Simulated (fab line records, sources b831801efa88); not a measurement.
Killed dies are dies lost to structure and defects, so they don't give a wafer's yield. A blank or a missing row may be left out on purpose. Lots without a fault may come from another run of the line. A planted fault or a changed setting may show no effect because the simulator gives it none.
A struck lot beside a sound one | flow sky130 | 14 steps out of a route of 708
Sound: wafers L703.3, L703.4, L703.5. Struck: wafers L713.2, L713.3, L713.5. The cause comes at the end.
At each step with rows: each side's tool, then ch and its chambers, then its first start. Under that, the readings that differ: sound wafers | struck wafers | difference of the means | sigmas: that difference in standard deviations of wafers without a fault.
alike: readings whose means differ by less than 2 such deviations, and words and numbers that are the same on both sides. not compared: withheld readings, readings that some wafer has no value for, bounds like >300 that may hide the same value, and numbers for which the record gives no deviation and whose values overlap.
The two part at a step that has a row with sigmas, a row that says differs or no value, or rows on one side only. Numbers that don't overlap but have no deviation are shown without sigmas and don't part them. A reading that every wafer of one side lacks parts them only if that side has two wafers or more.

SKY_SONOS_TUNNEL_TW_MEAS_12:
  sound on film_metro-03, day 11 09:37; struck on film_metro-01, day 14 15:00
  alike: SONOS_TUNNEL_TW
then, 2 steps without rows for these wafers: SKY_SONOS_TUNNEL_CLEAN_13 (cleans in dHF, time 20 s); SKY_SONOS_ONO_OXIDATION_00 (stabilise 600 s, purge 300 s, target thk 2.6 nm).
SKY_SONOS_ONO_THK_MEAS_01:
  sound on film_metro-01, day 11 11:02; struck on film_metro-04, day 14 16:56
  alike: SONOS_ONO_OXIDATION_THK
then, 1 step without rows for these wafers: SKY_SONOS_ONO_CVD_02 (deposits Si3N4 from DCS/NH3, target thk 10.5 nm, time 180 s).
SKY_SONOS_ONO_THK_MEAS_03:
  sound on film_metro-01, day 11 12:09; struck on film_metro-01, day 14 18:02
  alike: SONOS_ONO_CVD_02_THK
then, 1 step without rows for these wafers: SKY_SONOS_ONO_CVD_04 (deposits SiO2 from SiH4/N2O, target thk 5.7199 nm).
SKY_SONOS_ONO_THK_MEAS_05:
  sound on film_metro-01, day 11 13:28; struck on film_metro-01, day 14 19:21
  alike: SONOS_ONO_CVD_04_THK
then, 4 steps without rows for these wafers: SKY_SONOS_ONO_DEHYDRATE_06 (time 60 s); SKY_SONOS_ONO_HMDS_07 (prime time 60 s); SKY_SONOS_ONO_COAT_08 (resist thk 1140 nm); SKY_SONOS_ONO_SOFTBAKE_09 (time 60 s).
SKY_SONOS_ONO_EXPOSE_10: exposes mask ONOM, target cd 410 nm.
  sound on iline_stepper-01 ch 0, day 12 01:30; struck on iline_stepper-02, day 15 07:49
  no value came back on the struck wafers for exposure_dose_mJ_cm2, focus_offset_nm (nm); on the sound wafers exposure_dose_mJ_cm2 reads 149.89 150.08 150.13
  alike: mask
then, 1 step without rows for these wafers: SKY_SONOS_ONO_PEB_11.

WHERE THEY PART
Only at SKY_SONOS_ONO_EXPOSE_10, within this record.

WHY: what the simulator had put in
Skipped step whole: iline_stepper-02, from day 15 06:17 on, at SKY_SONOS_ONO_EXPOSE_10. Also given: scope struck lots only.
